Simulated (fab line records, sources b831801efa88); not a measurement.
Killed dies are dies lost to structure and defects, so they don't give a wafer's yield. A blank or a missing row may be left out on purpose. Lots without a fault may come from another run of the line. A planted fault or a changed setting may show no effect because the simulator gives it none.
Chamber matching | flow gf180mcu | GF_V5_CVD_02 on pecvd-01: 3 sister chambers
The step deposits SiO2 from TEOS, target thk 1450 nm, time 163.28 s. 6 wafers are shown with their chamber, then 9 later ones without.

WAFERS WITH THEIR CHAMBER
wafer  | chamber | heater_power_w (W) | rf_fwd_power_W (W)
L074.4 | 1       | 726                | 599.4
L085.1 | 1       | 719                | 600.7
L085.5 | 2       | 590                | 595.5
L086.2 | 0       | 756                | 597.0
L086.4 | 0       | 611                | 596.5
L086.5 | 2       | 580                | 599.4

WAFERS WITHOUT THEIR CHAMBER
wafer  | heater_power_w (W) | rf_fwd_power_W (W)
L087.2 | 736                | 598.3
L087.3 | 666                | 599.9
L087.5 | 562                | 599.6
L092.1 | 685                | 596.3
L092.2 | 734                | 601.9
L092.4 | 728                | 598.5
L096.1 | 716                | 599.8
L096.2 | 687                | 599.9
L096.6 | 732                | 599.2

WHICH CHAMBER EACH WENT THROUGH
wafer  | from the rows above          | in truth
L087.2 | can't be placed: 1 or 0 or 2 | 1
L087.3 | can't be placed: 1 or 0 or 2 | 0
L087.5 | can't be placed: 2 or 0 or 1 | 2
L092.1 | can't be placed: 0 or 2      | 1
L092.2 | 1                            | 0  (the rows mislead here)
L092.4 | can't be placed: 1 or 0 or 2 | 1
L096.1 | can't be placed: 1 or 0      | 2
L096.2 | can't be placed: 1 or 0 or 2 | 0
L096.6 | can't be placed: 1 or 0      | 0
Placed correctly: 0 of 9. Can't be placed from these rows: 8 (the true chamber is among the candidates in 6). Placed wrongly: 1.
How it was worked out, from the rows above alone: a wafer's distance from a chamber is the root of the sum, over the readings, of the square of ((its reading less the chamber's mean) divided by the reading's scatter). The wafer belongs to the nearest chamber; if the next one is less than 2 further off, it can't be placed. A chamber's mean is the mean of its shown wafers. The scatter: the root of (the sum of the squares of (reading less its chamber's mean) over the shown wafers, divided by (wafers less chambers)).
